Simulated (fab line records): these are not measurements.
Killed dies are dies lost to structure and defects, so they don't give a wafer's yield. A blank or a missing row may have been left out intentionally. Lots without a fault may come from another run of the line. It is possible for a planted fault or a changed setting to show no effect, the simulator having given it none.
fab line records    flow gf180mcu    part 1 of 2: steps 1 to 28 of 36
[record] lots = 5  wafers = 15  last-day = 34
route steps=602 shown M4@473 V4@476 MIM@503
lots with no fault: from the same line, run without faults
start-h: start of the lot's first displayed wafer, in hours after the record's first day    wait-h: hours from the lot's prior step to this one    " same as the row above    L1.1+2: a single row standing in for several wafers    - no value present, or no start provided    * or withheld: withheld    < > ~ a bound
route shown NAME@n: NAME is a module with steps in the file, n the number in the route of the first one    usual: the fault-free wafers' mean and standard deviation    same: alike in all rows    chamber/n: place in a boat    sites: readings site by site    _std_site: their standard deviation    _edge_site: the outer-site mean with the inner-site mean subtracted    radius-mm: how far each site lies from the wafer's centre    mask NAME#n: copy n    behind: tool/chamber where the wafer was last shaped    hold: why the lot went on hold/how many hours it stayed there/how the hold came to an end    device: the transistor (n, p or np) that didn't switch    end of line: the tests these same wafers got at the end of their route    step lacking rows: just its recipe    killed: the dies lost at the first sort to structure and to defects; this is not the yield of the wafer    map: a wafer's dies, x killed, . not, _ none there
set.NAME: the setting that was run; set.NAME@STEP: the one run at that earlier step    model.NAME: the simulator's own value behind a step, which no gauge read
a table for each step, a row for each wafer; lots at some steps of the route
services: from which hour (start-h, from the record's first day; less than 0 if before it) a tool's chamber was out of use, for how many hours, and why
[[steps]]
[step GF_M4_STRIP_17]
[recipe] chemistry = O2/N2  power-w = 1400  pressure-mtorr = 1500  platen-temp-c = 250  o2-flow-sccm = 3000  n2-flow-sccm = 300  overash-fraction = 0.5
[usual] drypump-motor-current-A = 5.7/0.52  heater-power-w = 349/62  oes-product-au = 0.537/0.0052  strip-time-to-endpoint-s = 7.37/0.063
lot.wafer  tool             chamber  start-h  wait-h  drypump-motor-current-A  heater-power-w  oes-product-au  rf-hours-counter-h  strip-time-to-endpoint-s
L083.2     plasma-asher-02  0        620.22   0.2     4.8                      453             0.535           20                  7.38
L083.4     "                0        "        "       4.8                      450             0.539           -                   7.35
L083.5     "                0        "        "       4.8                      440             0.536           -                   7.39
L089.4     plasma-asher-03  0        658.97   0.1     6.1                      330             0.538           -                   7.43
L089.5     "                1        "        "       6.0                      288             0.538           -                   7.39
L089.6     "                0        "        "       6.1                      335             0.533           -                   7.38
L090.3     plasma-asher-04  0        664.09   0.1     5.8                      282             0.536           -                   7.44
L090.5     "                0        "        "       5.9                      281             0.531           -                   7.47
L090.6     "                1        "        "       5.4                      341             0.532           -                   7.30
L094.1     plasma-asher-02  1        689.14   0.1     6.1                      341             0.536           27                  7.32
L094.2     "                0        "        "       4.8                      449             0.535           27                  7.43
L094.4     "                0        "        "       4.8                      437             0.544           -                   7.38
L095.3     plasma-asher-04  0        701.47   0.1     5.8                      286             0.534           -                   7.27
L095.4     "                1        "        "       5.4                      337             0.533           -                   7.28
L095.6     "                0        "        "       5.9                      278             0.527           -                   7.30
[step GF_M4_STRIP_18]
[recipe] chemistry = post-etch-residue-remover  time-s = 1200  temp-c = 72.5
[usual] bath-guard-temp-C = 72.4/0.67  temp-c = 72.51/0.12
lot.wafer  tool          chamber  start-h  wait-h  bath-guard-temp-C  temp-c
L083.2     wet-bench-04  2        620.32   0.1     72.9               72.70
L083.4     "             2        "        "       73.3               72.62
L083.5     "             2        "        "       73.3               72.40
L089.4     wet-bench-03  2        659.04   0.0     72.7               72.40
L089.5     "             2        "        "       72.7               72.49
L089.6     "             2        "        "       72.8               72.45
L090.3     wet-bench-03  1        664.15   0.0     72.8               72.45
L090.5     "             1        "        "       72.7               72.50
L090.6     "             1        "        "       72.8               72.36
L094.1     wet-bench-04  3        689.24   0.1     72.9               72.66
L094.2     "             3        "        "       72.7               72.75
L094.4     "             3        "        "       72.9               72.65
L095.3     wet-bench-04  1        701.54   0.0     71.3               72.48
L095.4     "             1        "        "       71.2               72.48
L095.6     "             1        "        "       70.9               72.36
[step GF_M4_CLEAN_19]
[recipe] chemistry = DIW  dry = n2-spin
lot.wafer   tool          chamber  start-h  wait-h
L083.2+4+5  wet-bench-01  1        620.69   0.0
L089.4+5+6  wet-bench-04  3        659.38   0.0
L090.3+5+6  wet-bench-04  2        664.49   0.0
L094.1+2+4  wet-bench-03  1        689.58   0.0
L095.3+4+6  wet-bench-03  0        702.28   0.0
[step GF_V4_CVD_00]
[recipe] material = SiO2  target-thk-nm = 600  sigma-open-frac = 0.3  temp-c = 400  time-s = 100  sih4-flow-sccm = 60  pressure-mtorr = 6
lot.wafer   tool       chamber  start-h  wait-h
L083.2+4+5  hdpcvd-01  0,2,0    620.78   0.0
L089.4+5+6  hdpcvd-02  0,1,0    659.51   0.0
L090.3+5+6  hdpcvd-01  2,1,2    664.59   0.0
L094.1+2+4  hdpcvd-01  0,2,2    689.67   0.0
L095.3+4+6  hdpcvd-02  1,2,1    702.41   0.0
[step GF_V4_THK_MEAS_01]
[recipe] reads = SiO2_of_V4_CVD_00
[usual] V4_CVD_00_THK = 601/4.7
lot.wafer  tool           chamber  start-h  wait-h  V4_CVD_00_THK[nm]
L083.2     film-metro-01  -        620.87   0.0     597
L083.4     "              -        "        "       603
L083.5     "              -        "        "       598
L089.4     film-metro-03  -        659.61   0.1     594
L089.5     "              -        "        "       604
L089.6     "              -        "        "       600
L090.3     film-metro-01  -        664.68   0.1     600
L090.5     "              -        "        "       606
L090.6     "              -        "        "       605
L094.1     film-metro-03  -        689.75   0.0     601
L094.2     "              -        "        "       593
L094.4     "              -        "        "       602
L095.3     film-metro-03  -        702.50   0.1     606
L095.4     "              -        "        "       602
L095.6     "              -        "        "       605
[step GF_V4_CVD_02]
[recipe] material = SiO2  target-thk-nm = 850  precursor = TEOS  temp-c = 400  time-s = 94.851  rf-w = 600
[usual] heater-power-w = 621/110
lot.wafer  tool      chamber  start-h  wait-h  heater-power-w
L083.2     pecvd-03  0        620.92   0.0     595
L083.4     "         0        "        "       673
L083.5     "         1        "        "       380
L089.4     pecvd-01  0        659.68   0.1     514
L089.5     "         2        "        "       579
L089.6     "         1        "        "       620
L090.3     pecvd-04  1        664.72   0.0     739
L090.5     "         2        "        "       633
L090.6     "         1        "        "       771
L094.1     pecvd-03  0        689.81   0.1     727
L094.2     "         1        "        "       367
L094.4     "         2        "        "       763
L095.3     pecvd-04  0        702.54   0.0     756
L095.4     "         1        "        "       798
L095.6     "         2        "        "       591
[step GF_V4_THK_MEAS_03]
[recipe] reads = SiO2_of_V4_CVD_02
[usual] V4_CVD_02_THK = 851/12
lot.wafer  tool           chamber  start-h  wait-h  V4_CVD_02_THK[nm]
L083.2     film-metro-04  -        621.00   0.0     846
L083.4     "              -        "        "       856
L083.5     "              -        "        "       859
L089.4     film-metro-04  -        659.74   0.0     865
L089.5     "              -        "        "       862
L089.6     "              -        "        "       867
L090.3     film-metro-03  -        664.81   0.1     837
L090.5     "              -        "        "       842
L090.6     "              -        "        "       846
L094.1     film-metro-04  -        689.88   0.0     831
L094.2     "              -        "        "       836
L094.4     "              -        "        "       862
L095.3     film-metro-01  -        702.63   0.1     831
L095.4     "              -        "        "       848
L095.6     "              -        "        "       854
[step GF_V4_CMP_04]
[recipe] material = SiO2  down-force-psi = 4  platen-rpm = 60  pad-velocity-m-s = 0.94248
[usual] motor-current-A = 11.8/1.3  slurry-filter-dp-kPa = 13.51/0.15  time-to-endpoint-s = 81/5.2
lot.wafer  tool    chamber  start-h  wait-h  motor-current-A  slurry-filter-dp-kPa  time-to-endpoint-s
L083.2     cmp-02  1        621.20   0.2     10.7             13.43                 76
L083.4     "       0        "        "       11.7             13.54                 81
L083.5     "       1        "        "       11.6             13.49                 87
L089.4     cmp-01  2        659.87   0.1     12.1             13.44                 91
L089.5     "       0        "        "       14.4             13.45                 85
L089.6     "       1        "        "       11.8             13.68                 89
L090.3     cmp-01  2        664.90   0.1     12.5             13.43                 78
L090.5     "       1        "        "       11.9             13.68                 81
L090.6     "       2        "        "       11.9             13.54                 84
L094.4     cmp-02  1        689.94   0.0     11.1             13.66                 89
L094.2     "       2        "        "       12.5             13.64                 79
L094.1     "       3        "        "       11.2             13.43                 73
L095.3     cmp-01  2        702.67   0.0     12.4             13.66                 77
L095.4     "       1        "        "       12.0             13.74                 87
L095.6     "       3        "        "       10.2             13.89                 85
[step GF_V4_BOW_MEAS_05]
[recipe] mode = bow
[usual] V4_BOW = 138/8.9
lot.wafer  tool           chamber  start-h  wait-h  V4_BOW[um]
L083.2     film-metro-03  -        621.52   0.3     136
L083.4     "              -        "        "       144
L083.5     "              -        "        "       137
L089.4     film-metro-03  -        660.13   0.2     132
L089.5     "              -        "        "       131
L089.6     "              -        "        "       137
L090.3     film-metro-04  -        665.19   0.2     137
L090.5     "              -        "        "       135
L090.6     "              -        "        "       140
L094.1     film-metro-01  -        690.24   0.1     131
L094.2     "              -        "        "       133
L094.4     "              -        "        "       132
L095.3     film-metro-01  -        703.01   0.3     127
L095.4     "              -        "        "       130
L095.6     "              -        "        "       137
[step GF_V4_DEHYDRATE_06]
[recipe] temp-c = 200  time-s = 60
lot.wafer   tool            chamber  start-h  wait-h
L083.2+4+5  litho-track-03  0        631.13   9.6
L089.4+5+6  litho-track-01  0        669.50   9.3
L090.3+5+6  litho-track-01  0        673.97   8.8
L094.1+2+4  litho-track-02  0        699.42   9.2
L095.3+4+6  litho-track-03  0        711.76   8.7
[step GF_V4_HMDS_07]
[recipe] prime-time-s = 60  prime-temp-c = 120
[same] prime-time-s = 60
lot.wafer   tool            chamber  start-h  wait-h
L083.2+4+5  litho-track-03  0        631.28   0.1
L089.4+5+6  litho-track-01  0        669.65   0.1
L090.3+5+6  litho-track-01  0        674.12   0.1
L094.1+2+4  litho-track-02  0        699.57   0.1
L095.3+4+6  litho-track-03  0        711.91   0.1
[step GF_V4_COAT_08]
[recipe] resist = BARC  temp-c = withheld  time-s = withheld  spin-rpm = withheld  resist-thk-nm = withheld
lot.wafer   tool            chamber  start-h  wait-h
L083.2+4+5  litho-track-03  0        631.43   0.1
L089.4+5+6  litho-track-01  0        669.80   0.1
L090.3+5+6  litho-track-01  0        674.27   0.1
L094.1+2+4  litho-track-02  0        699.72   0.1
L095.3+4+6  litho-track-03  0        712.06   0.1
[step GF_V4_COAT_09]
[recipe] resist = KrF  spin-rpm = withheld  resist-thk-nm = 1000
lot.wafer   tool            chamber  start-h  wait-h
L083.2+4+5  litho-track-03  0        -        -
L089.4+5+6  litho-track-01  0        -        -
L090.3+5+6  litho-track-01  0        -        -
L094.1+2+4  litho-track-02  0        -        -
L095.3+4+6  litho-track-03  0        -        -
[step GF_V4_SOFTBAKE_10]
[recipe] temp-c = 130  time-s = 60  resist = KrF
lot.wafer   tool            chamber  start-h  wait-h
L083.2+4+5  litho-track-03  0        -        -
L089.4+5+6  litho-track-01  0        -        -
L090.3+5+6  litho-track-01  0        -        -
L094.1+2+4  litho-track-02  0        -        -
L095.3+4+6  litho-track-03  0        -        -
[step GF_V4_EXPOSE_11]
[recipe] mask-id = Via4  target-cd-nm = 260  na = 0.68  source-shape = conventional  sigma-outer = 0.6  dose-mj = 38
[usual] stage-vel-mm-s = 499.96/0.27
lot.wafer  tool            chamber  start-h  wait-h  mask    stage-vel-mm-s
L083.2     krf-scanner-02  0        -        -       Via4#0  499.61
L083.4     "               0        "        "       Via4#0  499.74
L083.5     "               0        "        "       Via4#0  499.58
L089.4     krf-scanner-02  0        -        -       Via4#0  499.92
L089.5     "               0        "        "       Via4#0  500.29
L089.6     "               0        "        "       Via4#0  500.22
L090.3     krf-scanner-01  0        -        -       Via4#0  499.95
L090.5     "               0        "        "       Via4#0  499.82
L090.6     "               0        "        "       Via4#0  499.79
L094.1     krf-scanner-02  0        -        -       Via4#0  499.77
L094.2     "               0        "        "       Via4#0  500.19
L094.4     "               0        "        "       Via4#0  500.17
L095.3     krf-scanner-01  0        -        -       Via4#0  499.48
L095.4     "               0        "        "       Via4#0  500.10
L095.6     "               0        "        "       Via4#0  499.89
[step GF_V4_PEB_12]
[recipe] peb-temp-c = 135  peb-time-s = 90  resist = KrF
lot.wafer   tool            chamber  start-h  wait-h
L083.2+4+5  litho-track-01  0        -        -
L089.4+5+6  litho-track-03  0        -        -
L090.3+5+6  litho-track-01  0        -        -
L094.1+2+4  litho-track-01  0        -        -
L095.3+4+6  litho-track-03  0        -        -
[step GF_V4_DEVELOP_13]
[recipe] develop-time-s = 60  resist = KrF  dev-temp-c = 21
lot.wafer   tool            chamber  start-h  wait-h
L083.2+4+5  litho-track-01  0        641.85   0.2
L089.4+5+6  litho-track-03  0        679.33   0.1
L090.3+5+6  litho-track-01  0        683.62   0.1
L094.1+2+4  litho-track-01  0        708.77   0.2
L095.3+4+6  litho-track-03  0        720.76   0.1
[step GF_V4_CD_MEAS_14]
[recipe] target-cd-nm = 260
[usual] cd-nm = 260.2/1.3
lot.wafer  tool       chamber  start-h  wait-h  cd-nm
L083.2     cd-sem-01  -        641.99   0.1     260.3
L083.4     "          -        "        "       259.3
L083.5     "          -        "        "       259.4
L089.4     cd-sem-02  -        679.47   0.1     259.6
L089.5     "          -        "        "       258.9
L089.6     "          -        "        "       258.1
L090.3     cd-sem-01  -        683.76   0.1     262.2
L090.5     "          -        "        "       261.4
L090.6     "          -        "        "       262.9
L094.1     cd-sem-02  -        708.92   0.1     262.9
L094.2     "          -        "        "       262.7
L094.4     "          -        "        "       261.8
L095.3     cd-sem-02  -        720.90   0.1     258.8
L095.4     "          -        "        "       258.5
L095.6     "          -        "        "       259.5
[step GF_V4_OVL_MEAS_15]
[usual] V4_OVL = -3/5.9
lot.wafer  tool        chamber  start-h  wait-h  V4_OVL[nm]
L083.2     overlay-01  -        642.10   0.1     -5
L083.4     "           -        "        "       -7
L083.5     "           -        "        "       5
L089.4     overlay-02  -        679.54   0.1     1
L089.5     "           -        "        "       -9
L089.6     "           -        "        "       -1
L090.3     overlay-01  -        683.85   0.1     5
L090.5     "           -        "        "       1
L090.6     "           -        "        "       0
L094.1     overlay-02  -        709.04   0.1     -2
L094.2     "           -        "        "       -15
L094.4     "           -        "        "       -11
L095.3     overlay-02  -        720.99   0.1     -2
L095.4     "           -        "        "       -8
L095.6     "           -        "        "       -11
[step GF_V4_ETCH_16]
[recipe] chemistry = N2/H2  target-depth-a = withheld  overetch-a = withheld  time-s = withheld  target = BARC  ion-energy-ev = 200  source-w = 500  bias-w = 100  pressure-mtorr = 30  n2-flow-sccm = 100  h2-flow-sccm = 200
[usual] drypump-motor-current-A = 6.0/0.54  oes-product-au = 0.855/0.0044  throttle-valve-pct = 13.224/0.0084
lot.wafer  tool         chamber  start-h  wait-h  drypump-motor-current-A  oes-product-au  throttle-valve-pct
L083.2     rie-diel-03  3        642.13   0.0     4.9                      0.848           13.230
L083.4     "            0        "        "       6.7                      0.852           13.219
L083.5     "            1        "        "       6.1                      0.855           13.227
L089.4     rie-diel-02  1        679.58   0.0     6.0                      0.856           13.220
L089.5     "            2        "        "       6.2                      0.855           13.225
L089.6     "            0        "        "       6.2                      0.865           13.208
L090.3     rie-diel-03  2        683.88   0.0     5.3                      0.852           13.223
L090.5     "            3        "        "       4.9                      0.861           13.215
L090.6     "            1        "        "       6.1                      0.854           13.230
L094.1     rie-diel-03  2        709.08   0.0     5.3                      0.848           13.235
L094.2     "            3        "        "       4.9                      0.843           13.230
L094.4     "            0        "        "       6.7                      0.852           13.214
L095.3     rie-diel-02  0        721.01   0.0     6.2                      0.858           13.222
L095.4     "            2        "        "       6.2                      0.858           13.231
L095.6     "            1        "        "       6.0                      0.861           13.231
[step GF_V4_ETCH_17]
[recipe] chemistry = C4F8/O2/Ar  mask-material = KrF  target = SiO2  stop-on = TiN  source-w = 1500  bias-w = 1200  pressure-mtorr = 40  c4f8-flow-sccm = withheld  O2_flow_sccm = 6  Ar_flow_sccm = 300  time-s = withheld  target-depth-a = 6300
[usual] oes-product-au = 0.856/0.0052
lot.wafer  tool         chamber  start-h  wait-h  oes-product-au
L083.2     rie-diel-03  3        -        -       0.851
L083.4     "            0        "        "       0.850
L083.5     "            1        "        "       0.864
L089.4     rie-diel-02  1        -        -       0.864
L089.5     "            2        "        "       0.854
L089.6     "            0        "        "       0.859
L090.3     rie-diel-03  2        -        -       0.855
L090.5     "            3        "        "       0.858
L090.6     "            1        "        "       0.867
L094.1     rie-diel-03  2        -        -       0.851
L094.2     "            3        "        "       0.858
L094.4     "            0        "        "       0.860
L095.3     rie-diel-02  0        -        -       0.858
L095.4     "            2        "        "       0.856
L095.6     "            1        "        "       0.861
[step GF_V4_STRIP_18]
[recipe] chemistry = O2/N2  power-w = 1400  pressure-mtorr = 1500  platen-temp-c = 250  o2-flow-sccm = 3000  n2-flow-sccm = 300  overash-fraction = 0.5
[usual] drypump-motor-current-A = 6.1/0.35  heater-power-w = 326/39  oes-product-au = 0.592/0.0051
lot.wafer  tool             chamber  start-h  wait-h  drypump-motor-current-A  heater-power-w  oes-product-au  rf-hours-counter-h
L083.2     plasma-asher-03  1        642.26   -       6.0                      288             0.585           92
L083.4     "                1        "        "       6.0                      275             0.578           -
L083.5     "                0        "        "       6.1                      338             0.589           -
L089.4     plasma-asher-04  1        679.72   -       5.4                      337             0.593           -
L089.5     "                0        "        "       5.9                      287             0.598           -
L089.6     "                1        "        "       5.3                      339             0.597           -
L090.3     plasma-asher-03  1        684.04   -       6.0                      275             0.587           -
L090.5     "                1        "        "       6.0                      286             0.593           -
L090.6     "                0        "        "       6.1                      348             0.593           -
L094.1     plasma-asher-04  0        709.21   -       5.8                      284             0.596           95
L094.2     "                1        "        "       5.4                      340             0.594           95
L094.4     "                1        "        "       5.4                      343             0.595           -
L095.3     plasma-asher-03  1        721.17   -       6.0                      281             0.593           -
L095.4     "                0        "        "       6.1                      336             0.592           -
L095.6     "                1        "        "       6.0                      285             0.588           -
[step GF_V4_STRIP_19]
[recipe] chemistry = post-etch-residue-remover  time-s = 1200  temp-c = 72.5
[usual] bath-guard-temp-C = 72.4/0.64  temp-c = 72.48/0.12
lot.wafer  tool          chamber  start-h  wait-h  bath-guard-temp-C  temp-c
L083.2     wet-bench-04  3        642.36   0.1     72.8               72.47
L083.4     "             3        "        "       73.0               72.41
L083.5     "             3        "        "       72.6               72.37
L089.4     wet-bench-04  2        679.79   0.0     73.3               72.38
L089.5     "             2        "        "       73.0               72.37
L089.6     "             2        "        "       73.0               72.49
L090.3     wet-bench-02  3        684.11   0.0     71.0               72.42
L090.5     "             3        "        "       71.2               72.52
L090.6     "             3        "        "       71.3               72.49
L094.1     wet-bench-02  0        709.31   0.1     72.4               72.76
L094.2     "             0        "        "       72.6               72.66
L094.4     "             0        "        "       72.1               72.51
L095.3     wet-bench-03  0        721.24   0.0     73.2               72.37
L095.4     "             0        "        "       72.8               72.29
L095.6     "             0        "        "       73.2               72.42
[step GF_V4_CLEAN_20]
[recipe] chemistry = DIW  dry = n2-spin
lot.wafer   tool          chamber  start-h  wait-h
L083.2+4+5  wet-bench-02  3        642.70   0.0
L089.4+5+6  wet-bench-02  2        680.13   0.0
L090.3+5+6  wet-bench-03  2        684.45   0.0
L094.1+2+4  wet-bench-03  1        709.65   0.0
L095.3+4+6  wet-bench-02  1        721.58   0.0
[step GF_V4_SPUTTER_21]
[recipe] material = Ti  target-thk-nm = 15  chamber-pressure-pa = 5  power-w = 2500  substrate-temp-c = 200  time-s = 80.02
[usual] cathode-dc-power-W = 2500.0/0.45  throttle-valve-pct = 30.2/0.93
lot.wafer  tool            chamber  start-h  wait-h  cathode-dc-power-W  throttle-valve-pct
L083.2     pvd-sputter-02  -        642.80   0.0     2499.9              30.5
L083.4     "               -        "        "       2500.2              28.6
L083.5     "               -        "        "       2500.0              30.5
L089.4     pvd-sputter-04  -        680.22   0.0     2500.0              30.8
L089.5     "               -        "        "       2500.4              30.8
L089.6     "               -        "        "       2499.4              28.8
L090.3     pvd-sputter-03  -        684.55   0.0     2500.2              30.1
L090.5     "               -        "        "       2499.9              29.8
L090.6     "               -        "        "       2499.9              28.4
L094.1     pvd-sputter-02  -        709.75   0.0     2499.4              30.8
L094.2     "               -        "        "       2500.4              29.0
L094.4     "               -        "        "       2500.0              31.5
L095.3     pvd-sputter-04  -        721.67   0.0     2499.6              31.1
L095.4     "               -        "        "       2500.0              30.8
L095.6     "               -        "        "       2500.7              31.0
[step GF_V4_SPUTTER_22]
[recipe] material = TiN  target-thk-nm = 10  chamber-pressure-pa = 5  power-w = 4000  time-s = 40
[usual] cathode-dc-power-W = 4000.0/0.71  throttle-valve-pct = 30.2/0.92
lot.wafer  tool            chamber  start-h  wait-h  cathode-dc-power-W  throttle-valve-pct
L083.2     pvd-sputter-02  -        642.86   0.0     4000.5              30.7
L083.4     "               -        "        "       3999.4              29.0
L083.5     "               -        "        "       4000.4              30.4
L089.4     pvd-sputter-04  -        680.29   0.0     4000.7              30.8
L089.5     "               -        "        "       4001.1              30.6
L089.6     "               -        "        "       3999.1              29.0
L090.3     pvd-sputter-03  -        684.61   0.0     3999.4              30.4
L090.5     "               -        "        "       3999.9              30.0
L090.6     "               -        "        "       4000.5              28.5
L094.1     pvd-sputter-02  -        709.81   0.0     4000.0              30.3
L094.2     "               -        "        "       3998.9              28.8
L094.4     "               -        "        "       3999.4              31.7
L095.3     pvd-sputter-04  -        721.73   0.0     4000.4              30.9
L095.4     "               -        "        "       4000.5              30.8
L095.6     "               -        "        "       4000.0              31.2
[step GF_V4_CVD_23]
[recipe] material = W  target-thk-nm = 350  time-s = 104.9  temp-c = 400  pressure-torr = 40
[usual] heater-power-w = 880/55
lot.wafer  tool      chamber  start-h  wait-h  heater-power-w
L083.2     cvd-w-02  0        642.90   0.0     809
L083.4     "         0        "        "       805
L083.5     "         0        "        "       802
L089.4     cvd-w-02  0        680.36   0.1     815
L089.5     "         1        "        "       834
L089.6     "         0        "        "       822
L090.3     cvd-w-01  0        684.69   0.1     939
L090.5     "         0        "        "       947
L090.6     "         1        "        "       943
L094.1     cvd-w-02  1        709.85   0.0     858
L094.2     "         0        "        "       800
L094.4     "         0        "        "       820
L095.3     cvd-w-02  1        721.81   0.1     862
L095.4     "         0        "        "       814
L095.6     "         0        "        "       824
[step GF_V4_RS_MEAS_24]
[recipe] thk-meas-gauge = four-point-probe  reads = W_of_V4_CVD_23+TiN_of_V4_SPUTTER_22+Ti_of_V4_SPUTTER_21
[usual] V4_W_RS = 0.328/0.0033
lot.wafer  tool           chamber  start-h  wait-h  V4_W_RS[ohm/sq]
L083.2     film-metro-03  -        643.03   0.1     0.326
L083.4     "              -        "        "       0.327
L083.5     "              -        "        "       0.328
L089.4     film-metro-03  -        680.50   0.1     0.325
L089.5     "              -        "        "       0.329
L089.6     "              -        "        "       0.325
L090.3     film-metro-01  -        684.80   0.1     0.324
L090.5     "              -        "        "       0.327
L090.6     "              -        "        "       0.333
L094.1     film-metro-03  -        709.96   0.1     0.328
L094.2     "              -        "        "       0.326
L094.4     "              -        "        "       0.325
L095.3     film-metro-03  -        721.93   0.1     0.333
L095.4     "              -        "        "       0.330
L095.6     "              -        "        "       0.324
